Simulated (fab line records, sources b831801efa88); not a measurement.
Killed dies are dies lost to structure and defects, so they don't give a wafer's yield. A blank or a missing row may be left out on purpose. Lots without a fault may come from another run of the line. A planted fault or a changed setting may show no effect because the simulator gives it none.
A struck lot beside a sound one | flow sky130 | 43 steps out of a route of 708
Sound: wafers L605.1, L605.3, L605.5. Struck: wafers L612.2, L612.4, L612.6. The cause comes at the end.
At each step with rows: each side's tool, then ch and its chambers, then its first start. Under that, the readings that differ: sound wafers | struck wafers | difference of the means | sigmas: that difference in standard deviations of wafers without a fault.
alike: readings whose means differ by less than 2 such deviations, and words and numbers that are the same on both sides. not compared: withheld readings, readings that some wafer has no value for, bounds like >300 that may hide the same value, and numbers for which the record gives no deviation and whose values overlap.
The two part at a step that has a row with sigmas, a row that says differs or no value, or rows on one side only. Numbers that don't overlap but have no deviation are shown without sigmas and don't part them. A reading that every wafer of one side lacks parts them only if that side has two wafers or more.

SKY_LDD_HVN_OVL_MEAS_07:
  sound on overlay-01, day 21 00:14; struck on overlay-01, day 23 12:11
  alike: LDD_HVN_OVL
then, 1 step without rows for these wafers: SKY_LDD_HVN_IMPLANT_08.
SKY_LDD_HVN_STRIP_09: strips in O2/N2.
  sound on plasma_asher-04 ch 0,1, day 21 00:25; struck on plasma_asher-04 ch 0,1, day 23 12:22
  alike: drypump_motor_current_A, oes_product_au, strip_time_to_endpoint_s
  not compared: rf_hours_counter_h
SKY_LDD_HVN_TW_MEAS_10:
  sound on film_metro-02, day 21 00:31; struck on film_metro-02, day 23 12:29
  alike: LDD_HVN_TW
then, 7 steps without rows for these wafers: SKY_LDD_HVP_DEHYDRATE_00 (time 60 s); SKY_LDD_HVP_HMDS_01 (prime time 60 s); SKY_LDD_HVP_COAT_02 (resist thk 300 nm); SKY_LDD_HVP_SOFTBAKE_03 (time 60 s); SKY_LDD_HVP_EXPOSE_04 (exposes mask HVPTM, target cd 700 nm); SKY_LDD_HVP_PEB_05; SKY_LDD_HVP_DEVELOP_06 (develop time 60 s).
SKY_LDD_HVP_OVL_MEAS_07:
  sound on overlay-02, day 22 06:29; struck on overlay-01, day 24 18:53
  alike: LDD_HVP_OVL
SKY_LDD_HVP_IMPLANT_08:
  sound on implanter-03 ch 0, day 22 06:31; struck on implanter-03 ch 0, day 24 18:56
SKY_LDD_HVP_STRIP_09: strips in O2/N2.
  sound on plasma_asher-02 ch 0,1, day 22 06:40; struck on plasma_asher-02 ch 1, day 24 19:04
  alike: drypump_motor_current_A, oes_product_au, strip_time_to_endpoint_s
  not compared: rf_hours_counter_h
SKY_LDD_HVP_TW_MEAS_10:
  sound on film_metro-02, day 22 06:46; struck on film_metro-04, day 24 19:11
  alike: LDD_HVP_TW
then, 7 steps without rows for these wafers: SKY_LDD_LDN_DEHYDRATE_00 (time 60 s); SKY_LDD_LDN_HMDS_01 (prime time 60 s); SKY_LDD_LDN_COAT_02 (resist thk 1140 nm); SKY_LDD_LDN_SOFTBAKE_03 (time 60 s); SKY_LDD_LDN_EXPOSE_04 (exposes mask LDNTM, target cd 700 nm); SKY_LDD_LDN_PEB_05; SKY_LDD_LDN_DEVELOP_06 (develop time 60 s).
SKY_LDD_LDN_OVL_MEAS_07:
  sound on overlay-01, day 23 13:23; struck on overlay-02, day 26 01:09
  alike: LDD_LDN_OVL
then, 4 steps without rows for these wafers: SKY_LDD_LDN_IMPLANT_08; SKY_LDD_LDN_IMPLANT_09; SKY_LDD_LDN_IMPLANT_10; SKY_LDD_LDN_IMPLANT_11.
SKY_LDD_LDN_STRIP_12: strips in O2/N2.
  sound on plasma_asher-03 ch 0,1, day 23 14:01; struck on plasma_asher-02 ch 1, day 26 01:48
  reading                      | sound             | struck            | difference | sigmas
  drypump_motor_current_A (A)  | 5.2 5.2 5.3       | 6.4 6.4 6.4       | +1.2       | +3
  strip_time_to_endpoint_s (s) | 14.23 14.25 14.22 | 14.14 14.13 14.12 | -0.10      | -3
  alike: oes_product_au
  not compared: rf_hours_counter_h
SKY_LDD_LDN_TW_MEAS_13:
  sound on film_metro-03, day 23 14:07; struck on film_metro-03, day 26 01:55
  alike: LDD_LDN_TW
then, 2 steps without rows for these wafers: SKY_LDD_LDN_CLEAN_14 (cleans in SC1/SC2, time 150 s); SKY_SPACER_CVD_00 (deposits Si3N4 from DCS/NH3, target thk 43.1 nm, time 740 s).
SKY_SPACER_THK_MEAS_01:
  sound on film_metro-01, day 23 15:26; struck on film_metro-03, day 26 03:54
  alike: SPACER_CVD_00_THK
SKY_SPACER_ETCHBACK_02: etches Si3N4 in CH3F/O2, stops on SiO2, time 46.7 s, target depth 45 nm.
  sound on rie_diel-02 ch 1,2,3, day 23 15:30; struck on rie_diel-03 ch 0,2,3, day 26 03:57
  alike: drypump_motor_current_A, oes_product_au, throttle_valve_pct
  not compared: rf_hours_counter_h
then, 8 steps without rows for these wafers: SKY_POLY_CUT_DEHYDRATE_00 (time 60 s); SKY_POLY_CUT_HMDS_01 (prime time 60 s); SKY_POLY_CUT_COAT_02 (resist thk 60 nm); SKY_POLY_CUT_COAT_03 (resist thk 450 nm); SKY_POLY_CUT_SOFTBAKE_04 (time 90 s); SKY_POLY_CUT_EXPOSE_05 (exposes mask NPCM, target cd 270 nm); SKY_POLY_CUT_PEB_06; SKY_POLY_CUT_DEVELOP_07 (develop time 60 s).
SKY_POLY_CUT_CD_MEAS_08: target cd 270 nm.
  sound on cd_sem-01, day 24 21:51; struck on cd_sem-01, day 27 09:10
  alike: cd_nm
-- the record jumps here: 21 days lie between the struck wafers' starts before and after (it left off in module POLY_CUT and takes up again in module PAD_OPEN, whose first step shown is number 708 of the route) --
SKY_PAD_OPEN_PROBE_99:
  sound on prober-02, day 46 07:30; struck on prober-02, day 48 00:40
  reading                              | sound             | struck            | difference | sigmas
  model.etest.tip_p_5v.rs_ohm_sq_range | 104.5 74.77 54.99 | 204.4 252.9 267.7 | +163.6     |
  alike: killed_at_M0_to_M3, killed_at_M4_up, killed_at_contacts, killed_at_front_end, killed_at_other, killed_dies, killed_open, killed_short

WHERE THEY PART
Only at SKY_LDD_LDN_STRIP_12, within this record. Later steps at which nothing parts them and some readings are alike: SKY_LDD_LDN_TW_MEAS_13, SKY_SPACER_THK_MEAS_01, SKY_SPACER_ETCHBACK_02, SKY_POLY_CUT_CD_MEAS_08, SKY_PAD_OPEN_PROBE_99.

WHY: what the simulator had put in
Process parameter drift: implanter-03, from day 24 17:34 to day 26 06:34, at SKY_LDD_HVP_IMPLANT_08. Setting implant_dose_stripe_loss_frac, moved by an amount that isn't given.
